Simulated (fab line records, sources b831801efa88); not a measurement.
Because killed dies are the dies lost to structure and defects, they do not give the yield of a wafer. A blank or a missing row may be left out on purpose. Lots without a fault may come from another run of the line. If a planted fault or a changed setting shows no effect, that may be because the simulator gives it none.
What tool caused it?    flow gf180mcu    39 wafers from 13 lots sampled at 6 of the route's 602 steps

## WHAT THE GAUGES READ, wafer by wafer
GF_HV_LDD_TW_MEAS_23. Usual: HV_LDD_2_TW typically reads 1055, with standard deviation 11.
lot   measured      on             HV_LDD_2_TW     flag
L117  day 10 17:34  film-metro-04  1064 1063 1064  
L118  day 11 11:20  film-metro-02  1035 1033 1036  
L121  day 12 08:16  film-metro-01  1052 1044 1050  
L126  day 13 19:22  film-metro-04  1064 1066 1068  
L131  day 15 06:29  film-metro-04  1063 1067 1071  
L132  day 15 11:22  film-metro-02  1032 1035 1042  
L133  day 15 20:16  film-metro-01  1051 1051 1050  
L134  day 16 06:13  film-metro-02  1049 1046 1047  
L135  day 16 08:32  film-metro-02  1044 1041 1047  
L136  day 16 17:04  film-metro-02  1045 1043 1049  
L137  day 17 01:58  film-metro-04  1064 1064 1061  
L138  day 17 11:16  film-metro-04  1068 1064 1063  
L140  day 17 21:20  film-metro-04  1064 1070 1067  

GF_NSD_CD_MEAS_07: target cd 400 nm. Usual: cd-nm reads 400.0 nm (standard deviation 1.9).
lot   measured      on         cd-nm (nm)         flag
L117  day 13 09:35  cd-sem-01  401.7 396.3 398.1  
L118  day 14 04:45  cd-sem-02  403.2 401.2 401.4  
L121  day 15 00:34  cd-sem-01  - - -              OFF
L126  day 16 14:41  cd-sem-01  398.7 400.2 398.5  
L131  day 18 06:10  cd-sem-01  401.3 402.1 401.9  
L132  day 18 10:39  cd-sem-02  397.6 400.0 400.9  
L133  day 18 20:36  cd-sem-01  400.6 401.3 401.8  
L134  day 19 06:45  cd-sem-01  401.0 401.0 399.2  
L135  day 19 09:59  cd-sem-01  399.8 402.0 401.3  
L136  day 19 17:27  cd-sem-01  398.6 397.5 401.0  
L137  day 20 03:58  cd-sem-01  401.1 400.4 401.6  
L138  day 20 15:33  cd-sem-02  399.5 398.0 399.6  
L140  day 21 00:23  cd-sem-01  400.6 399.2 402.6  

GF_NSD_TW_MEAS_12. Usual: NSD_TW typically reads 4212, with standard deviation 31.
lot   measured      on             NSD_TW          flag
L117  day 13 10:08  film-metro-03  4192 4187 4187  
L118  day 14 05:17  film-metro-03  4249 4238 4259  
L121  day 15 01:07  film-metro-03  30 30 30        OFF
L126  day 16 15:14  film-metro-03  4242 4245 4240  
L131  day 18 06:41  film-metro-03  4214 4225 4224  
L132  day 18 11:13  film-metro-02  4183 4168 4169  
L133  day 18 21:10  film-metro-02  4168 4186 4157  
L134  day 19 07:19  film-metro-02  4216 4221 4230  
L135  day 19 10:32  film-metro-02  4217 4218 4197  
L136  day 19 18:01  film-metro-01  4235 4238 4239  
L137  day 20 04:31  film-metro-01  4258 4239 4226  
L138  day 20 16:07  film-metro-01  4235 4239 4239  
L140  day 21 00:56  film-metro-01  4253 4236 4263  

## WHAT TOOL EACH LOT RAN ON (gives the tool, then ch and the chambers of the sampled wafers, and finally the start)
lot   GF_HV_LDD_STRIP_10                    GF_HV_LDD_ETCHBACK_58               GF_NSD_EXPOSE_04
L117  plasma-asher-03 ch 0,1, day 9 23:01   rie-diel-02 ch 0,2,3, day 12 13:35  iline-stepper-02 ch 0, day 13 00:15
L118  plasma-asher-01 ch 0,1, day 10 16:13  rie-diel-01 ch 0,1, day 13 07:55    iline-stepper-02 ch 0, day 13 18:07
L121  plasma-asher-03 ch 0,1, day 11 12:07  rie-diel-02 ch 1,2,3, day 14 04:08  iline-stepper-02 ch 0, day 14 13:58
L126  plasma-asher-03 ch 0,1, day 12 22:52  rie-diel-02 ch 0,1,2, day 15 17:31  iline-stepper-02 ch 0, day 16 04:04
L131  plasma-asher-01 ch 0,1, day 14 08:49  rie-diel-04 ch 1,2, day 17 06:50    iline-stepper-02 ch 0, day 17 19:01
L132  plasma-asher-01 ch 0,1, day 14 13:28  rie-diel-02 ch 0,2,3, day 17 11:59  iline-stepper-01 ch 0, day 17 23:11
L133  plasma-asher-04 ch 0,1, day 14 21:43  rie-diel-02 ch 0,1,2, day 17 21:14  iline-stepper-02 ch 0, day 18 08:32
L134  plasma-asher-04 ch 0,1, day 15 07:50  rie-diel-02 ch 2,3, day 18 06:49    iline-stepper-01 ch 0, day 18 18:50
L135  plasma-asher-01 ch 0,1, day 15 10:22  rie-diel-02 ch 1,2,3, day 18 09:56  iline-stepper-02 ch 0, day 18 22:19
L136  plasma-asher-04 ch 0,1, day 15 18:40  rie-diel-01 ch 0,2,3, day 18 18:13  iline-stepper-02 ch 0, day 19 05:30
L137  plasma-asher-03 ch 0,1, day 16 03:08  rie-diel-01 ch 1,2,3, day 19 04:21  iline-stepper-02 ch 0, day 19 15:57
L138  plasma-asher-01 ch 0,1, day 16 11:53  rie-diel-04 ch 0,2,3, day 19 15:23  iline-stepper-02 ch 0, day 20 03:30
L140  plasma-asher-04 ch 0,1, day 16 22:04  rie-diel-04 ch 2,3, day 20 00:26    iline-stepper-01 ch 0, day 20 12:08
- GF_HV_LDD_STRIP_10: strips in O2/N2.
- GF_HV_LDD_ETCHBACK_58: etches Si3N4 in CH3F/O2, stops on SiO2, time 100 s, target depth 90 nm.
- GF_NSD_EXPOSE_04: exposes mask Nplus, target cd 400 nm.

## WHAT THE TOOLS THEMSELVES READ (means of the sampled wafers that have a number; where no wafer has one, the mark that the record gives instead)
GF_HV_LDD_STRIP_10. Usual: drypump-motor-current-A 5.6 A, standard deviation 0.4; heater-power-w 331 W, standard deviation 46; oes-product-au 0.716 a.u., standard deviation 0.0051; strip-time-to-endpoint-s 12.63 s, standard deviation 0.037.
lot   tool             drypump-motor-current-A (A)  heater-power-w (W)  oes-product-au (a.u.)  strip-time-to-endpoint-s (s)  flag
L117  plasma-asher-03  5.9                          272                 0.714                  12.71                         
L118  plasma-asher-01  5.3                          377                 0.715                  12.63                         
L121  plasma-asher-03  5.9                          272                 0.711                  12.68                         
L126  plasma-asher-03  5.9                          271                 0.713                  12.66                         
L131  plasma-asher-01  5.3                          375                 0.714                  12.65                         
L132  plasma-asher-01  5.3                          368                 0.718                  12.61                         
L133  plasma-asher-04  5.9                          344                 0.714                  12.59                         
L134  plasma-asher-04  6.0                          347                 0.714                  12.66                         
L135  plasma-asher-01  5.3                          371                 0.718                  12.67                         
L136  plasma-asher-04  5.9                          347                 0.717                  12.63                         
L137  plasma-asher-03  5.9                          268                 0.718                  12.64                         
L138  plasma-asher-01  5.4                          379                 0.714                  12.65                         
L140  plasma-asher-04  6.0                          342                 0.719                  12.64                         

GF_HV_LDD_ETCHBACK_58. Usual: O2_flow_sccm 30.00 sccm, standard deviation 0.089; ch3f-flow-sccm 40.01 sccm, standard deviation 0.12; drypump-motor-current-A 5.97 A, standard deviation 0.29; oes-product-au 0.844 a.u., standard deviation 0.0074; throttle-valve-pct 10.560 %, standard deviation 0.0087.
lot   tool         O2_flow_sccm (sccm)  ch3f-flow-sccm (sccm)  drypump-motor-current-A (A)  oes-product-au (a.u.)  throttle-valve-pct (%)  flag
L117  rie-diel-02  30.04                40.03                  5.88                         0.844                  10.557                  
L118  rie-diel-01  29.97                39.97                  6.19                         0.834                  10.547                  
L121  rie-diel-02  30.02                40.07                  5.83                         0.838                  10.549                  
L126  rie-diel-02  30.00                39.98                  5.83                         0.849                  10.556                  
L131  rie-diel-04  30.12                40.00                  5.86                         0.842                  10.564                  
L132  rie-diel-02  29.99                40.00                  5.88                         0.859                  10.565                  
L133  rie-diel-02  30.01                40.06                  5.87                         0.843                  10.568                  
L134  rie-diel-02  29.95                39.89                  5.70                         0.833                  10.560                  
L135  rie-diel-02  29.97                40.04                  5.83                         0.845                  10.556                  
L136  rie-diel-01  30.04                40.02                  6.24                         0.847                  10.554                  
L137  rie-diel-01  30.04                40.04                  6.21                         0.854                  10.562                  
L138  rie-diel-04  29.98                39.99                  5.66                         0.844                  10.560                  
L140  rie-diel-04  29.95                39.93                  5.66                         0.846                  10.557                  

GF_NSD_EXPOSE_04. Usual: focus-offset-nm reads -0.1 nm (standard deviation 0.56).
lot   tool              focus-offset-nm (nm)  flag
L117  iline-stepper-02  -0.1                  
L118  iline-stepper-02  -0.4                  
L121  iline-stepper-02  -0.8                  
L126  iline-stepper-02  -0.1                  
L131  iline-stepper-02  -0.1                  
L132  iline-stepper-01  -0.0                  
L133  iline-stepper-02  0.2                   
L134  iline-stepper-01  0.0                   
L135  iline-stepper-02  0.2                   
L136  iline-stepper-02  -0.1                  
L137  iline-stepper-02  -0.7                  
L138  iline-stepper-02  0.2                   
L140  iline-stepper-01  -0.5                  

## THE ANSWER, worked out from the rows above alone
Rule: a lot counts as off when the mean over its wafers that have a number is more than 3 standard deviations away from the usual mean. Also off: a lot with no number at a reading for which 4 or more lots have one. All remaining lots with rows at the step are treated as sound. Order of review: gauges by route order, followed by the tools' own readings, for which a lot's mean as printed above is used. The first step at which some lot is off is used, and at that step the reading that is off furthest; a lot without a number counts as furthest.
Off at GF_NSD_CD_MEAS_07 (cd-nm): L121. Without a number there: L121.
A tool fits if, at a process step before that reading, it ran every lot that is off, and no sound lot after the first of them. Not tried: the gauges at GF_NSD_CD_MEAS_07; whatever is off there is also off at GF_NSD_TW_MEAS_12, on other tools, and gauge error can't account for it. Of those tried, none fits.

## WHAT WAS PUT IN BY THE SIMULATOR
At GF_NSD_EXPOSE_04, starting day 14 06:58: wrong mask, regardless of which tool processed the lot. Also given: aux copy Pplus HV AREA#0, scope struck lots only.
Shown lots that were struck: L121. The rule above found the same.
